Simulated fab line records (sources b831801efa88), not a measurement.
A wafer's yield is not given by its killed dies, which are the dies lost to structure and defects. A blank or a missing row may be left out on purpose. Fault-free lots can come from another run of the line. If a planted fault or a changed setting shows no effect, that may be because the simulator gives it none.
Which tool was responsible? ; flow sky130 ; Sampling: 15 lots, 45 wafers, 2 of 708 route steps

## WHAT EACH GAUGE READ, for each wafer
SKY_VT_ADJUST_HVTP_TW_MEAS_11.
lot;measured;on;VT_ADJUST_HVTP_TW
L462;day 6 04:22;film metro-01;1333 1337 1342
L463;day 6 08:39;film metro-02;1332 1341 1340
L465;day 6 21:37;film metro-01;1337 1332 1333
L466;day 7 01:35;film metro-03;1368 1370 1360
L467;day 7 08:46;film metro-02;1675 1662 1670
L468;day 7 12:38;film metro-02;1342 1341 1339
L472;day 8 14:26;film metro-01;1330 1323 1327
L473;day 8 20:10;film metro-01;1659 1661 1657
L474;day 9 04:58;film metro-01;1652 1657 1647
L478;day 10 06:52;film metro-03;1369 1357 1368
L479;day 10 16:36;film metro-02;1338 1342 1331
L480;day 10 18:02;film metro-02;1339 1343 1346
L481;day 10 21:46;film metro-03;1364 1371 1361
L483;day 11 17:15;film metro-03;1368 1365 1362
L484;day 12 00:43;film metro-02;1345 1342 1347

## EACH LOT AND THE TOOL THAT RAN IT (in order: tool; ch and the chambers of the sampled wafers; start)
lot;SKY_VT_ADJUST_HVTP_IMPLANT_09
L462;implanter-02 ch 0, day 6 04:07
L463;implanter-02 ch 0, day 6 08:25
L465;implanter-03 ch 0, day 6 21:22
L466;implanter-03 ch 0, day 7 01:20
L467;implanter-04 ch 0, day 7 08:08
L468;implanter-03 ch 0, day 7 12:23
L472;implanter-02 ch 0, day 8 14:11
L473;implanter-04 ch 0, day 8 19:37
L474;implanter-04 ch 0, day 9 04:25
L478;implanter-02 ch 0, day 10 06:38
L479;implanter-03 ch 0, day 10 16:22
L480;implanter-04 ch 0, day 10 17:49
L481;implanter-02 ch 0, day 10 21:31
L483;implanter-03 ch 0, day 11 17:02
L484;implanter-04 ch 0, day 12 00:29
- SKY_VT_ADJUST_HVTP_IMPLANT_09

## WHAT THE TOOLS THEMSELVES READ (means of the sampled wafers that have a number; where no wafer has one, the mark that the record gives instead)
The record holds no such reading with a usual standard deviation.

## THE ANSWER, worked out from the rows above alone
Rule: the usual values come from the lots themselves. Put in order of their means at a reading, lots are off if they are a third of the lots or fewer, leave a main group of 4 or more, and stand apart from it by a gap of 3 or more times the standard deviation of the main group's means; of several such gaps the widest counts. The tables above print the reading to a certain number of digits; a main group whose means all agree to those digits is not used. A lot without any number at a reading at which 4 lots or more have one is off too. Any other lot the step has rows for is counted as sound. Order of review: gauges by route order, followed by the tools' own readings, for which a lot's mean as printed above is used. The first step at which some lot is off is used, and at that step the reading that is off furthest; a lot without a number counts as furthest.
Off: L467, L473, L474, at SKY_VT_ADJUST_HVTP_TW_MEAS_11 (VT_ADJUST_HVTP_TW). The main group has a mean of 1347 with a standard deviation of 14.
A tool fits if, at a process step before that reading, it ran every lot that is off, and no sound lot after the first of them. Those tools and the gauges at SKY_VT_ADJUST_HVTP_TW_MEAS_11 are tried in the same way. None of those tried fits.

## WHAT THE SIMULATOR HAD INSERTED
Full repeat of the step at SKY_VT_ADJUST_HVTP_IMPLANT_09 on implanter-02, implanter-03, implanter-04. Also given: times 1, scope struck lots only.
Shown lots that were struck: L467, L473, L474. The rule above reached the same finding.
